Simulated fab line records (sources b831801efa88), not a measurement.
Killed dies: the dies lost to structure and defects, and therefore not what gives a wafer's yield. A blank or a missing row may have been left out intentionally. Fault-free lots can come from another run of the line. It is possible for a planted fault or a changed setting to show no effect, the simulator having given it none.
fab line records	flow sky130
[record] lots = 14	wafers = 42	last-day = 50
route steps=708 shown SONOS_TUNNEL@162 SONOS_ONO@171 PAD_OPEN@708
lots that met no fault: taken from a fault-free run of the same line
start-h: hours from the record's first day to the start of the lot's first wafer shown	wait-h: hours elapsed since this lot's preceding step	" the same as in the row above	L1.1+2: one row covering several wafers at once	- no value, or no start given	* or withheld: withheld	< > ~ a bound
route shown NAME@n: a module of which the file shows steps, and the number in the route of the first	usual: mean/standard deviation of fault-free wafers	same: alike in all rows	chamber/n: place in a boat	sites: per-site readings	_std_site: the standard deviation of these	_edge_site: the outer-site mean with the inner-site mean subtracted	radius-mm: how far each site lies from the wafer's centre	mask NAME#n: copy n	behind: the most recent tool/chamber to have shaped the wafer	hold: why the lot was held/for how many hours/how that ended	device: which transistor (n, p or np) failed to switch	end of line: tests of these same wafers at the route's end	where a step has no rows: the recipe by itself	killed: not the wafer's yield, but the dies lost to structure and defects at the first sort	map: the dies of a wafer, with x for killed, . for not killed, _ for no die there
set.NAME: the setting as run; set.NAME@STEP: as run at that earlier step	model.NAME: the simulator's own value behind a step, which no gauge read
steps of the route over a sample of lots; a table a step, a row a wafer
services: a tool's chamber out of use, with start hour (start-h, from the record's first day; less than 0 if before it), hours out, and reason
[[steps]]
[step SKY_SONOS_TUNNEL_OVL_MEAS_08]
[usual] SONOS_TUNNEL_OVL = 0.0/1.5
lot.wafer	tool	chamber	start-h	wait-h	SONOS_TUNNEL_OVL[nm]
L570.2	overlay-01	-	243.22	0.1	0.6
L570.5	"	-	"	"	0.7
L570.6	"	-	"	"	0.7
L571.2	overlay-02	-	250.28	0.1	-0.5
L571.4	"	-	"	"	1.0
L571.6	"	-	"	"	-1.3
L572.1	overlay-02	-	260.06	0.1	-0.6
L572.2	"	-	"	"	-0.2
L572.3	"	-	"	"	-1.0
L573.1	overlay-02	-	267.73	0.1	0.6
L573.2	"	-	"	"	0.0
L573.4	"	-	"	"	-0.1
L574.1	overlay-01	-	292.31	0.1	3.8
L574.4	"	-	"	"	0.8
L574.6	"	-	"	"	3.9
L575.1	overlay-01	-	295.68	0.1	0.7
L575.2	"	-	"	"	1.2
L575.6	"	-	"	"	-0.5
L576.1	overlay-01	-	297.63	0.1	0.9
L576.3	"	-	"	"	-1.1
L576.5	"	-	"	"	-0.7
L577.2	overlay-01	-	302.77	0.1	-1.3
L577.5	"	-	"	"	0.0
L577.6	"	-	"	"	1.2
L579.2	overlay-02	-	321.74	0.1	-1.9
L579.3	"	-	"	"	-0.1
L579.5	"	-	"	"	-2.2
L586.4	overlay-02	-	368.19	0.1	-1.6
L586.5	"	-	"	"	-0.6
L586.6	"	-	"	"	-1.7
L588.3	overlay-01	-	385.47	0.1	-0.9
L588.5	"	-	"	"	-0.2
L588.6	"	-	"	"	-0.4
L590.1	overlay-02	-	405.48	0.1	0.7
L590.2	"	-	"	"	2.0
L590.4	"	-	"	"	-0.1
L592.2	overlay-02	-	430.42	0.1	-0.5
L592.5	"	-	"	"	-1.9
L592.6	"	-	"	"	-1.1
L593.1	overlay-01	-	430.81	0.1	2.0
L593.4	"	-	"	"	1.7
L593.5	"	-	"	"	-0.4
[step SKY_SONOS_ONO_THK_MEAS_03]
[recipe] reads = Si3N4_of_SONOS_ONO_CVD_02
[usual] SONOS_ONO_CVD_02_THK = 10.48/0.13
lot.wafer	tool	chamber	start-h	wait-h	SONOS_ONO_CVD_02_THK[nm]
L570.2	film-metro-03	-	247.35	0.0	10.40
L570.5	"	-	"	"	10.34
L570.6	"	-	"	"	10.44
L571.2	film-metro-01	-	255.96	0.0	10.17
L571.4	"	-	"	"	10.06
L571.6	"	-	"	"	10.21
L572.1	film-metro-01	-	265.81	0.0	10.31
L572.2	"	-	"	"	10.37
L572.3	"	-	"	"	10.49
L573.1	film-metro-01	-	272.92	0.0	10.29
L573.2	"	-	"	"	10.27
L573.4	"	-	"	"	10.45
L574.1	film-metro-01	-	296.36	0.0	10.45
L574.4	"	-	"	"	10.40
L574.6	"	-	"	"	10.64
L575.1	film-metro-01	-	301.75	0.0	10.30
L575.2	"	-	"	"	10.43
L575.6	"	-	"	"	10.37
L576.1	film-metro-04	-	301.75	0.0	10.39
L576.3	"	-	"	"	10.48
L576.5	"	-	"	"	10.44
L577.2	film-metro-04	-	306.31	0.0	10.64
L577.5	"	-	"	"	10.52
L577.6	"	-	"	"	10.66
L579.2	film-metro-04	-	326.88	0.0	10.54
L579.3	"	-	"	"	10.45
L579.5	"	-	"	"	10.59
L586.4	film-metro-04	-	372.16	0.0	10.51
L586.5	"	-	"	"	10.57
L586.6	"	-	"	"	10.45
L588.3	film-metro-03	-	390.66	0.0	10.59
L588.5	"	-	"	"	10.51
L588.6	"	-	"	"	10.49
L590.1	film-metro-03	-	411.03	0.0	10.55
L590.2	"	-	"	"	10.58
L590.4	"	-	"	"	10.57
L593.1	film-metro-01	-	438.87	0.0	10.55
L593.4	"	-	"	"	10.72
L593.5	"	-	"	"	10.79
L592.2	film-metro-04	-	438.88	0.0	10.34
L592.5	"	-	"	"	10.34
L592.6	"	-	"	"	10.50
[step SKY_SONOS_ONO_OVL_MEAS_14]
[usual] SONOS_ONO_OVL = 0.5/1.5
lot.wafer	tool	chamber	start-h	wait-h	SONOS_ONO_OVL[nm]
L570.2	overlay-02	-	272.30	0.1	1.1
L570.5	"	-	"	"	2.7
L570.6	"	-	"	"	1.0
L571.2	overlay-02	-	281.00	0.1	0.9
L571.4	"	-	"	"	-1.4
L571.6	"	-	"	"	-2.6
L572.1	overlay-01	-	291.94	0.1	1.1
L572.2	"	-	"	"	1.5
L572.3	"	-	"	"	2.7
L573.1	overlay-01	-	299.64	0.1	-0.6
L573.2	"	-	"	"	2.7
L573.4	"	-	"	"	2.6
L574.1	overlay-02	-	323.58	0.1	-0.4
L574.4	"	-	"	"	-0.3
L574.6	"	-	"	"	-0.3
L576.1	overlay-01	-	329.11	0.1	1.0
L576.3	"	-	"	"	0.2
L576.5	"	-	"	"	-0.3
L575.1	overlay-02	-	330.04	0.1	-0.9
L575.2	"	-	"	"	-1.4
L575.6	"	-	"	"	-1.3
L577.2	overlay-02	-	333.90	0.1	1.6
L577.5	"	-	"	"	0.8
L577.6	"	-	"	"	1.1
L579.2	overlay-01	-	355.92	0.1	-0.3
L579.3	"	-	"	"	1.2
L579.5	"	-	"	"	1.3
L586.4	overlay-01	-	402.08	0.1	-0.3
L586.5	"	-	"	"	3.7
L586.6	"	-	"	"	-0.8
L588.3	overlay-02	-	421.65	0.1	2.0
L588.5	"	-	"	"	1.8
L588.6	"	-	"	"	1.7
L590.1	overlay-01	-	442.51	0.1	-0.8
L590.2	"	-	"	"	2.3
L590.4	"	-	"	"	-0.7
L592.2	overlay-02	-	470.97	0.1	0.3
L592.5	"	-	"	"	-0.4
L592.6	"	-	"	"	-0.7
L593.1	overlay-02	-	471.49	0.1	1.6
L593.4	"	-	"	"	1.8
L593.5	"	-	"	"	2.2
[step SKY_SONOS_ONO_WET_ETCH_16]
[recipe] chemistry = dHF	target-depth-nm = 14	dry = n2-spin	target = SiO2	dilution = 100:1	temp-c = 25	time-s = 280
[usual] run-length-s = 309/3.5
lot.wafer	tool	chamber	start-h	wait-h	run-length-s
L570.2	wet-bench-01	3	272.35	0.0	307
L570.5	"	3	"	"	307
L570.6	"	3	"	"	307
L571.2	wet-bench-03	2	281.05	0.0	313
L571.4	"	2	"	"	313
L571.6	"	2	"	"	313
L572.1	wet-bench-01	0	292.00	0.0	304
L572.2	"	0	"	"	304
L572.3	"	0	"	"	304
L573.1	wet-bench-01	1	299.70	0.0	305
L573.2	"	1	"	"	305
L573.4	"	1	"	"	305
L574.1	wet-bench-01	2	323.64	0.0	305
L574.4	"	2	"	"	305
L574.6	"	2	"	"	305
L576.1	wet-bench-02	0	329.17	0.0	305
L576.3	"	0	"	"	305
L576.5	"	0	"	"	305
L575.1	wet-bench-03	2	330.10	0.0	306
L575.2	"	2	"	"	306
L575.6	"	2	"	"	306
L577.2	wet-bench-02	1	333.95	0.0	313
L577.5	"	1	"	"	313
L577.6	"	1	"	"	313
L579.2	wet-bench-03	2	355.97	0.0	306
L579.3	"	2	"	"	306
L579.5	"	2	"	"	306
L586.4	wet-bench-03	1	402.12	0.0	307
L586.5	"	1	"	"	307
L586.6	"	1	"	"	307
L588.3	wet-bench-03	1	421.70	0.0	136
L588.5	"	1	"	"	136
L588.6	"	1	"	"	136
L590.1	wet-bench-03	3	442.57	0.0	129
L590.2	"	3	"	"	129
L590.4	"	3	"	"	129
L592.2	wet-bench-02	0	471.02	0.0	305
L592.5	"	0	"	"	305
L592.6	"	0	"	"	305
L593.1	wet-bench-02	1	471.55	0.0	306
L593.4	"	1	"	"	306
L593.5	"	1	"	"	306
[step SKY_PAD_OPEN_PROBE_99]
[usual] killed_at_M0_to_M3 = 44/6.9	killed_at_M4_up = 3.0/1.5	killed-at-contacts = 24/5.2	killed-at-front-end = 15/4.1	killed-at-other = 0.4/0.62	killed-dies = 87/9.6	killed-open = 47/7	killed-short = 40/6.2
[same] gross-dies = 492	killed-at-back-side = 0
lot.wafer	tool	chamber	start-h	wait-h	killed_at_M0_to_M3	killed_at_M4_up	killed-at-contacts	killed-at-front-end	killed-at-other	killed-dies	killed-open	killed-short
L570.2	prober-01	-	1065.29	0.1	40	4	24	22	0	90	48	41
L570.5	prober-01	-	1065.44	0.2	49	3	25	14	0	91	46	45
L570.6	prober-01	-	1065.49	0.2	40	1	28	19	0	88	56	30
L571.2	prober-02	-	1069.67	0.1	51	7	24	19	3	104	51	49
L571.4	prober-02	-	1069.77	0.2	43	4	20	11	1	79	40	38
L571.6	prober-02	-	1069.87	0.2	45	5	24	21	1	96	47	47
L572.1	prober-01	-	1078.03	0.1	43	3	24	13	1	84	45	39
L572.2	prober-01	-	1078.08	0.1	47	2	23	11	0	83	54	29
L572.3	prober-01	-	1078.13	0.2	55	3	23	11	0	92	58	34
L573.1	prober-02	-	1083.59	0.1	51	1	24	12	0	88	50	38
L573.2	prober-02	-	1083.64	0.1	29	4	24	18	0	75	39	36
L573.4	prober-02	-	1083.74	0.2	35	2	24	16	1	78	48	28
L574.1	prober-01	-	1103.57	0.1	40	3	23	15	1	82	47	34
L574.4	prober-01	-	1103.72	0.2	39	1	20	14	1	75	46	29
L574.6	prober-01	-	1103.82	0.2	45	6	20	20	1	92	53	36
L575.1	prober-02	-	1111.14	0.1	44	4	22	14	0	84	49	35
L575.2	prober-02	-	1111.19	0.1	42	2	29	15	2	90	46	42
L575.6	prober-02	-	1111.39	0.2	46	6	16	16	1	85	45	39
L576.1	prober-01	-	1114.46	0.1	35	3	23	10	2	73	37	34
L576.3	prober-01	-	1114.56	0.2	43	2	30	16	0	91	50	41
L576.5	prober-01	-	1114.66	0.2	42	3	25	9	0	79	41	38
L577.2	prober-02	-	1116.01	0.1	28	4	31	8	0	71	35	36
L577.5	prober-02	-	1116.16	0.2	45	5	30	17	0	97	46	51
L577.6	prober-02	-	1116.21	0.2	29	3	27	11	0	70	38	32
L579.2	prober-02	-	1125.91	0.1	49	1	37	10	0	97	55	42
L579.3	prober-02	-	1125.96	0.2	49	4	26	9	1	89	48	41
L579.5	prober-02	-	1126.06	0.2	36	5	22	12	0	75	44	31
L586.4	prober-01	-	1160.27	0.2	44	2	25	16	1	88	54	33
L586.5	prober-01	-	1160.32	0.2	57	3	28	10	0	98	56	42
L586.6	prober-01	-	1160.37	0.2	40	6	21	10	1	78	39	39
L588.3	prober-02	-	1165.79	0.2	41	4	35	23	2	105	51	53
L588.5	prober-02	-	1165.89	0.2	53	2	29	14	0	98	51	47
L588.6	prober-02	-	1165.94	0.2	40	1	26	15	0	82	49	32
L590.1	prober-02	-	1177.34	0.1	39	3	25	9	0	76	38	37
L590.2	prober-02	-	1177.39	0.1	52	2	30	9	0	93	48	44
L590.4	prober-02	-	1177.49	0.2	45	6	27	11	0	89	35	53
L593.1	prober-01	-	1196.14	0.1	41	6	31	16	3	97	49	48
L593.4	prober-01	-	1196.29	0.2	55	1	24	18	1	99	50	48
L593.5	prober-01	-	1196.34	0.2	45	2	21	17	0	85	47	38
L592.2	prober-02	-	1197.04	0.1	45	4	32	20	0	101	51	50
L592.5	prober-02	-	1197.19	0.2	34	3	22	18	0	77	43	34
L592.6	prober-02	-	1197.24	0.2	46	3	27	21	1	98	53	45
// killed by level:class
L570.2 CONTACT:geometric-particle:open=8 LOCAL_INTERCONNECT:geometric-particle:short=7 FIELD_ISO:geometric-particle:short=6 LI_CONTACT:geometric-particle:open=6 VIA1:geometric-particle:open=6 VIA1:geometric-particle:short=5 METAL2:geometric-particle:short=5 VIA2:geometric-particle:open=5
L570.5 VIA1:geometric-particle:open=12 CONTACT:geometric-particle:open=9 LI_CONTACT:geometric-particle:open=8 VIA1:geometric-particle:short=8 CONTACT:geometric-particle:short=6 POLY_GATE:geometric-particle:short=5 VIA2:geometric-particle:open=5 METAL1:geometric-particle:short=5
L570.6 CONTACT:geometric-particle:open=12 FIELD_ISO:geometric-particle:open=9 VIA1:geometric-particle:open=9 LI_CONTACT:geometric-particle:open=7 CONTACT:geometric-particle:short=6 VIA3:geometric-particle:open=6 METAL1:geometric-particle:short=4 METAL1:geometric-particle:open=4
L571.2 VIA1:geometric-particle:open=18 LOCAL_INTERCONNECT:geometric-particle:short=7 CONTACT:geometric-particle:open=7 METAL3:geometric-particle:short=7 FIELD_ISO:geometric-particle:open=6 VIA2:geometric-particle:open=6 METAL4:geometric-particle:short=5 FIELD_ISO:geometric-particle:short=4
L571.4 VIA1:geometric-particle:open=19 CONTACT:geometric-particle:short=6 FIELD_ISO:geometric-particle:open=5 CONTACT:geometric-particle:open=5 METAL1:geometric-particle:short=5 METAL2:geometric-particle:short=5 VIA2:geometric-particle:short=5 FIELD_ISO:geometric-particle:short=4
L571.6 CONTACT:geometric-particle:open=10 VIA3:geometric-particle:open=9 METAL2:geometric-particle:short=8 VIA1:geometric-particle:open=8 FIELD_ISO:geometric-particle:short=6 VIA2:geometric-particle:open=6 LI_CONTACT:geometric-particle:open=5 VIA1:geometric-particle:short=5
L572.1 VIA2:geometric-particle:open=10 CONTACT:geometric-particle:open=8 METAL2:geometric-particle:short=6 LI_CONTACT:geometric-particle:open=6 VIA1:geometric-particle:open=6 FIELD_ISO:geometric-particle:open=5 LOCAL_INTERCONNECT:geometric-particle:short=5 METAL3:geometric-particle:short=5
L572.2 VIA2:geometric-particle:open=10 VIA1:geometric-particle:open=10 LI_CONTACT:geometric-particle:open=9 CONTACT:geometric-particle:open=8 METAL2:geometric-particle:short=5 FIELD_ISO:geometric-particle:open=4 METAL1:geometric-particle:short=4 METAL1:geometric-particle:open=4
L572.3 LI_CONTACT:geometric-particle:open=12 VIA2:geometric-particle:open=11 VIA1:geometric-particle:open=10 VIA3:geometric-particle:open=9 VIA2:geometric-particle:short=7 CONTACT:geometric-particle:open=5 METAL2:geometric-particle:short=5 FIELD_ISO:geometric-particle:open=4
L573.1 VIA1:geometric-particle:open=9 VIA2:geometric-particle:open=9 LI_CONTACT:geometric-particle:open=8 LOCAL_INTERCONNECT:geometric-particle:short=8 VIA1:geometric-particle:short=8 CONTACT:geometric-particle:open=7 METAL2:geometric-particle:short=5 VIA3:geometric-particle:open=5
L573.2 LI_CONTACT:geometric-particle:open=9 CONTACT:geometric-particle:open=7 FIELD_ISO:geometric-particle:open=5 VIA1:geometric-particle:open=5 METAL4:geometric-particle:short=4 FIELD_ISO:geometric-particle:short=4 POLY_GATE:geometric-particle:open=4 VIA2:geometric-particle:short=4
L573.4 LI_CONTACT:geometric-particle:open=10 VIA2:geometric-particle:open=7 CONTACT:geometric-particle:open=7 VIA1:geometric-particle:open=6 LOCAL_INTERCONNECT:geometric-particle:short=5 FIELD_ISO:geometric-particle:short=4 FIELD_ISO:geometric-particle:open=4 METAL2:geometric-particle:short=4
L574.1 VIA1:geometric-particle:open=9 LI_CONTACT:geometric-particle:open=7 VIA3:geometric-particle:open=7 VIA2:geometric-particle:open=6 FIELD_ISO:geometric-particle:open=5 LI_CONTACT:geometric-particle:short=4 LOCAL_INTERCONNECT:geometric-particle:short=4 METAL1:geometric-particle:short=4
L574.4 VIA1:geometric-particle:open=8 VIA2:geometric-particle:open=8 LI_CONTACT:geometric-particle:open=7 FIELD_ISO:geometric-particle:open=6 CONTACT:geometric-particle:short=6 POLY_GATE:geometric-particle:open=5 VIA3:geometric-particle:open=5 VIA2:geometric-particle:short=4
L574.6 VIA1:geometric-particle:open=14 FIELD_ISO:geometric-particle:open=8 LI_CONTACT:geometric-particle:open=8 VIA2:geometric-particle:open=7 CONTACT:geometric-particle:open=7 METAL4:geometric-particle:short=6 VIA3:geometric-particle:short=5 CONTACT:geometric-particle:short=5
L575.1 VIA3:geometric-particle:open=12 VIA1:geometric-particle:open=9 CONTACT:geometric-particle:short=7 FIELD_ISO:geometric-particle:open=6 CONTACT:geometric-particle:open=6 FIELD_ISO:geometric-particle:short=5 METAL1:geometric-particle:short=5 VIA2:geometric-particle:open=4
L575.2 VIA3:geometric-particle:open=13 CONTACT:geometric-particle:open=11 VIA1:geometric-particle:open=6 LOCAL_INTERCONNECT:geometric-particle:short=5 FIELD_ISO:geometric-particle:short=4 LI_CONTACT:geometric-particle:open=4 POLY_GATE:geometric-particle:short=4 METAL1:geometric-particle:short=4
L575.6 VIA1:geometric-particle:open=12 FIELD_ISO:geometric-particle:short=6 METAL1:geometric-particle:short=6 METAL2:geometric-particle:short=6 VIA3:geometric-particle:open=5 CONTACT:geometric-particle:open=5 METAL4:geometric-particle:short=5 POLY_GATE:geometric-particle:open=4
L576.1 CONTACT:geometric-particle:open=8 VIA1:geometric-particle:open=8 CONTACT:geometric-particle:short=6 LI_CONTACT:geometric-particle:open=5 VIA1:geometric-particle:short=5 VIA3:geometric-particle:short=4 POLY_GATE:geometric-particle:open=3 METAL2:geometric-particle:open=3
L576.3 VIA2:geometric-particle:open=14 LI_CONTACT:geometric-particle:open=9 LOCAL_INTERCONNECT:geometric-particle:short=7 CONTACT:geometric-particle:open=6 VIA3:geometric-particle:open=6 VIA1:geometric-particle:open=5 METAL2:geometric-particle:short=5 FIELD_ISO:geometric-particle:short=4
L576.5 CONTACT:geometric-particle:open=11 VIA1:geometric-particle:open=8 LI_CONTACT:geometric-particle:open=7 METAL1:geometric-particle:short=7 VIA2:geometric-particle:open=7 FIELD_ISO:geometric-particle:short=4 LOCAL_INTERCONNECT:geometric-particle:short=4 VIA1:geometric-particle:short=4
L577.2 CONTACT:geometric-particle:open=9 LOCAL_INTERCONNECT:geometric-particle:short=7 CONTACT:geometric-particle:short=7 VIA2:geometric-particle:open=6 VIA1:geometric-particle:open=5 LI_CONTACT:geometric-particle:short=4 LI_CONTACT:geometric-particle:open=4 VIA3:geometric-particle:short=4
L577.5 CONTACT:geometric-particle:open=10 VIA1:geometric-particle:short=9 CONTACT:geometric-particle:short=8 POLY_GATE:geometric-particle:open=6 METAL1:geometric-particle:short=6 VIA1:geometric-particle:open=6 VIA2:geometric-particle:open=5 FIELD_ISO:geometric-particle:short=5
L577.6 LI_CONTACT:geometric-particle:open=8 CONTACT:geometric-particle:open=8 VIA1:geometric-particle:open=7 METAL2:geometric-particle:short=5 METAL1:geometric-particle:short=4 LOCAL_INTERCONNECT:geometric-particle:short=4 CONTACT:geometric-particle:short=4 VIA2:geometric-particle:open=4
L579.2 CONTACT:geometric-particle:open=14 VIA3:geometric-particle:open=9 VIA1:geometric-particle:open=9 LI_CONTACT:geometric-particle:open=7 CONTACT:geometric-particle:short=6 VIA1:geometric-particle:short=6 VIA2:geometric-particle:open=6 LOCAL_INTERCONNECT:geometric-particle:short=4
L579.3 VIA1:geometric-particle:open=12 VIA2:geometric-particle:open=12 CONTACT:geometric-particle:short=10 METAL2:geometric-particle:short=6 LI_CONTACT:geometric-particle:open=6 CONTACT:geometric-particle:open=6 VIA1:geometric-particle:short=5 VIA2:geometric-particle:short=5
L579.5 CONTACT:geometric-particle:open=8 METAL2:geometric-particle:short=8 VIA1:geometric-particle:open=6 CONTACT:geometric-particle:short=6 VIA3:geometric-particle:open=6 FIELD_ISO:geometric-particle:open=4 LI_CONTACT:geometric-particle:open=4 POLY_GATE:geometric-particle:open=3
L586.4 VIA1:geometric-particle:open=14 CONTACT:geometric-particle:open=12 CONTACT:geometric-particle:short=6 VIA2:geometric-particle:open=6 METAL2:geometric-particle:short=5 VIA3:geometric-particle:open=5 SPACER:geometric-particle:open=4 VIA1:geometric-particle:short=4
L586.5 VIA1:geometric-particle:open=14 VIA3:geometric-particle:open=12 CONTACT:geometric-particle:short=9 CONTACT:geometric-particle:open=9 VIA3:geometric-particle:short=7 METAL2:geometric-particle:short=6 METAL1:geometric-particle:short=5 VIA2:geometric-particle:open=5
L586.6 VIA1:geometric-particle:open=8 LI_CONTACT:geometric-particle:open=7 CONTACT:geometric-particle:short=6 METAL2:geometric-particle:short=6 VIA3:geometric-particle:short=6 VIA3:geometric-particle:open=6 METAL4:geometric-particle:short=5 FIELD_ISO:geometric-particle:short=4
L588.3 CONTACT:geometric-particle:open=12 CONTACT:geometric-particle:short=9 POLY_GATE:geometric-particle:open=8 FIELD_ISO:geometric-particle:open=7 VIA1:geometric-particle:open=7 METAL1:geometric-particle:short=7 METAL2:geometric-particle:short=7 LOCAL_INTERCONNECT:geometric-particle:short=6
L588.5 METAL1:geometric-particle:short=10 VIA2:geometric-particle:open=9 CONTACT:geometric-particle:open=8 LI_CONTACT:geometric-particle:open=6 VIA1:geometric-particle:open=6 VIA3:geometric-particle:open=6 FIELD_ISO:geometric-particle:short=5 VIA3:geometric-particle:short=5
L588.6 VIA1:geometric-particle:open=11 LI_CONTACT:geometric-particle:open=9 CONTACT:geometric-particle:open=7 METAL1:geometric-particle:short=7 VIA3:geometric-particle:open=6 FIELD_ISO:geometric-particle:open=4 CONTACT:geometric-particle:short=4 VIA2:geometric-particle:open=4
L590.1 VIA1:geometric-particle:open=11 CONTACT:geometric-particle:open=9 METAL2:geometric-particle:short=8 LI_CONTACT:geometric-particle:open=6 CONTACT:geometric-particle:short=6 VIA3:geometric-particle:short=4 VIA1:geometric-particle:short=4 VIA3:geometric-particle:open=4
L590.2 CONTACT:geometric-particle:open=10 VIA2:geometric-particle:open=10 CONTACT:geometric-particle:short=9 VIA1:geometric-particle:open=8 VIA3:geometric-particle:open=7 LI_CONTACT:geometric-particle:open=6 METAL3:geometric-particle:short=6 VIA1:geometric-particle:short=5
L590.4 CONTACT:geometric-particle:open=9 VIA1:geometric-particle:open=9 CONTACT:geometric-particle:short=8 METAL1:geometric-particle:short=8 METAL2:geometric-particle:short=7 LOCAL_INTERCONNECT:geometric-particle:short=6 VIA2:geometric-particle:open=5 FIELD_ISO:geometric-particle:short=4
L593.1 VIA1:geometric-particle:open=10 LOCAL_INTERCONNECT:geometric-particle:short=9 LI_CONTACT:geometric-particle:open=8 FIELD_ISO:geometric-particle:short=7 CONTACT:geometric-particle:open=7 VIA3:geometric-particle:open=7 METAL1:geometric-particle:short=5 VIA1:geometric-particle:short=5
L593.4 VIA1:geometric-particle:open=10 VIA2:geometric-particle:open=9 LOCAL_INTERCONNECT:geometric-particle:short=8 CONTACT:geometric-particle:open=8 METAL2:geometric-particle:short=7 VIA3:geometric-particle:open=7 METAL3:geometric-particle:short=6 FIELD_ISO:geometric-particle:open=5
L593.5 VIA3:geometric-particle:open=10 VIA1:geometric-particle:open=9 METAL1:geometric-particle:short=9 CONTACT:geometric-particle:open=8 LI_CONTACT:geometric-particle:open=7 VIA2:geometric-particle:short=6 FIELD_ISO:geometric-particle:open=4 POLY_GATE:geometric-particle:short=4
L592.2 METAL2:geometric-particle:short=10 FIELD_ISO:geometric-particle:open=9 LI_CONTACT:geometric-particle:open=9 CONTACT:geometric-particle:open=9 LOCAL_INTERCONNECT:geometric-particle:short=8 VIA3:geometric-particle:open=8 METAL1:geometric-particle:short=6 VIA1:geometric-particle:open=6
L592.5 CONTACT:geometric-particle:open=9 VIA1:geometric-particle:open=7 FIELD_ISO:geometric-particle:short=6 VIA2:geometric-particle:open=6 VIA3:geometric-particle:open=6 METAL1:geometric-particle:short=4 LOCAL_INTERCONNECT:geometric-particle:short=4 CONTACT:geometric-particle:short=4
L592.6 VIA1:geometric-particle:open=16 LI_CONTACT:geometric-particle:open=8 CONTACT:geometric-particle:open=7 FIELD_ISO:geometric-particle:short=6 VIA1:geometric-particle:short=6 VIA3:geometric-particle:open=6 CONTACT:geometric-particle:short=5 VIA2:geometric-particle:open=5
[[services]]
tool	chamber	start-h	hours	kind
wet-bench-01	-	262.30	1.9	pm
wet-bench-01	-	310.32	6.9	repair
[[key]]
[first-sign] step = SKY_SONOS_ONO_WET_ETCH_16	reading = run-length-s	direction = down	sigmas = 51	usual = *	struck = *
effect none on later readings
met-at SKY_SONOS_ONO_WET_ETCH_16
struck-lots L588,L590
tester-left-out L588,L590
not-acting-at SKY_SONOS_TUNNEL_OVL_MEAS_08,SKY_SONOS_ONO_THK_MEAS_03,SKY_SONOS_ONO_OVL_MEAS_14
onset-between 402.12 421.70
[fault] kind = process-parameter-drift	tool = wet-bench-03	chamber = -	onset-h = 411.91	steps = SKY_SONOS_ONO_WET_ETCH_16	channel = time-s	offset = *	shape = step	end-h = 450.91	acts-in = *	stated = *
// tester-left-out: of these lots the tester's yield and bins aren't shown, on N5 and GAA mostly nor the transistor test; their killed dies are dies lost to structure and defects alone, not to doping, threshold or leakage, so they don't give the yield
